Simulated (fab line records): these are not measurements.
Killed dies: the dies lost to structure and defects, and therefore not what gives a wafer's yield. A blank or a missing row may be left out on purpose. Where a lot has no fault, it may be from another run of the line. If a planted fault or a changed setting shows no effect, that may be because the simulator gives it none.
One fault seen from 2 desks || flow gf180mcu || what lay behind the numbers comes last; until then each desk has only its own

METROLOGY DESK
What the gauges read for every lot (on any tool): the sampled wafers with a number, averaged. A lot is out of limits, marked OUT, if its mean lies more than 4 standard deviations from the usual mean; the brackets give that distance.
Columns: A = V3_CVD_02_THK at GF_V3_THK_MEAS_03, usual 843 nm; B = cd_nm at GF_V3_CD_MEAS_14, usual 260.1 nm
{"lot": "L966", "first seen here": "day 22 11:41", "A": 841, "B": 259.5}
{"lot": "L967", "first seen here": "day 22 22:58", "A": 839, "B": 258.9}
{"lot": "L968", "first seen here": "day 23 00:07", "A": 833, "B": 261.2}
{"lot": "L969", "first seen here": "day 23 15:50", "A": 833, "B": 261.2}
{"lot": "L972", "first seen here": "day 24 10:40", "A": 846, "B": 258.8}
{"lot": "L973", "first seen here": "day 25 00:22", "A": 833, "B": 259.2}
{"lot": "L976", "first seen here": "day 25 18:43", "A": "1025 (+17) OUT", "B": 260.5}
{"lot": "L978", "first seen here": "day 26 05:42", "A": "1019 (+16) OUT", "B": 260.1}
{"lot": "L986", "first seen here": "day 28 11:13", "A": 828, "B": 259.2}
{"lot": "L987", "first seen here": "day 28 18:02", "A": 841, "B": 261.2}
{"lot": "L988", "first seen here": "day 29 01:31", "A": 849, "B": 259.4}
{"lot": "L989", "first seen here": "day 29 11:17", "A": 852, "B": 258.3}
This desk reports L976, L978 out of limits; the earliest was L976 at day 25 18:43 (V3_CVD_02_THK at GF_V3_THK_MEAS_03). L966, L967, L968, L969, L972, L973, L986, L987, L988, L989 stayed within limits.

THE TOOL OWNER'S DESK: pecvd-04
The tool's own readings at GF_V3_CVD_02 (deposits SiO2 from TEOS, target thk 850 nm, time 94.851 s): means of the sampled wafers that have a number, for each lot that ran on this tool. A lot is out of limits, marked OUT, if its mean lies more than 4 standard deviations from the usual mean; the brackets give that distance.
Columns: A = heater_power_outer_w at GF_V3_CVD_02, usual 365 W; B = heater_power_w at GF_V3_CVD_02, usual 645 W; C = rf_fwd_power_W at GF_V3_CVD_02, usual 596.2 W
{"lot": "L967", "first seen here": "day 22 22:53", "A": 361, "B": 642, "C": 596.3}
{"lot": "L968", "first seen here": "day 23 00:02", "A": 321, "B": 585, "C": 594.5}
{"lot": "L969", "first seen here": "day 23 15:46", "A": 317, "B": 586, "C": 595.3}
{"lot": "L973", "first seen here": "day 25 00:17", "A": 360, "B": 664, "C": 595.6}
{"lot": "L976", "first seen here": "day 25 18:38", "A": 319, "B": 585, "C": 596.7}
{"lot": "L978", "first seen here": "day 26 05:38", "A": 324, "B": 597, "C": 595.1}
This desk found nothing out of limits on any of the 6 lots.

ALL TOGETHER
On L976, L978, the metrology desk was in a position to raise an alarm at day 25 18:43.
Nothing out of limits was seen by the tool owner's desk.
The tool owner's desk has L976, L978 on record, within its limits.
Every lot named ran GF_V3_CVD_02 on pecvd-04.

WHAT THE SIMULATOR PUT IN
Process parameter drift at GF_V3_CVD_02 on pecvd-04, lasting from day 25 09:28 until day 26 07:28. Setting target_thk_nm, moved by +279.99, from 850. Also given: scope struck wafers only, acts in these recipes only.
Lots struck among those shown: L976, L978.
Hours from the fault's start to each desk's first reading out of limits: the metrology desk, 9.
